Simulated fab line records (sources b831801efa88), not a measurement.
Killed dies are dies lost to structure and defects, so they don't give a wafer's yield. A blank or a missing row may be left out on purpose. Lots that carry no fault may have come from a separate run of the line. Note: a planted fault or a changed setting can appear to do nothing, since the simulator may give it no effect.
One fault seen from 2 desks + flow gf180mcu + each desk holds nothing but its own numbers, with what lay behind them at the end

## FOR THE TOOL OWNER'S DESK: pvdSputter-02
At GF_TOP_METAL_SPUTTER_04 (material TiN, target thk 25 nm, time 20.8 s) the tool's own readings: per lot run on this tool, the mean of the sampled wafers that have a number. If a lot's mean is further than 4 standard deviations from the usual mean, the lot is out of limits and carries the mark OUT (the distance appears in the brackets).
Columns: A = throttleValvePct at GF_TOP_METAL_SPUTTER_04, usual 30.3 %
| lot  | first seen here | A    |
|------|-----------------|------|
| L567 | day 27 09:34    | 29.9 |
| L572 | day 29 05:49    | 29.9 |
| L577 | day 30 16:29    | 29.8 |
| L579 | day 31 07:54    | 29.9 |
Result from this desk: across the 4 lots, nothing is out of limits.

## METROLOGY DESK
What the gauges read for every lot (on any tool): the sampled wafers with a number, averaged. If a lot's mean is further than 4 standard deviations from the usual mean, the lot is out of limits and carries the mark OUT (the distance appears in the brackets).
Columns: A = V5_CVD_02_THK at GF_V5_THK_MEAS_03, usual 1447 nm
| lot  | first seen here | A    |
|------|-----------------|------|
| L566 | day 26 02:08    | 1458 |
| L567 | day 26 09:20    | 1454 |
| L568 | day 26 19:30    | 1446 |
| L570 | day 27 08:08    | 1452 |
| L571 | day 28 00:48    | 1429 |
| L572 | day 28 07:53    | 1459 |
| L573 | day 28 16:20    | 1442 |
| L574 | day 29 01:59    | 1441 |
| L577 | day 29 20:21    | 1449 |
| L578 | day 30 00:29    | 1424 |
| L579 | day 30 11:22    | 1447 |
| L584 | day 32 03:28    | 1448 |
| L588 | day 32 23:04    | 1427 |
| L589 | day 33 00:47    | 1448 |
Result from this desk: across the 14 lots, nothing is out of limits.

## PUT TOGETHER
The tool owner's desk saw nothing out of limits.
Nothing out of limits was seen by the metrology desk.

## WHAT WAS PUT IN BY THE SIMULATOR
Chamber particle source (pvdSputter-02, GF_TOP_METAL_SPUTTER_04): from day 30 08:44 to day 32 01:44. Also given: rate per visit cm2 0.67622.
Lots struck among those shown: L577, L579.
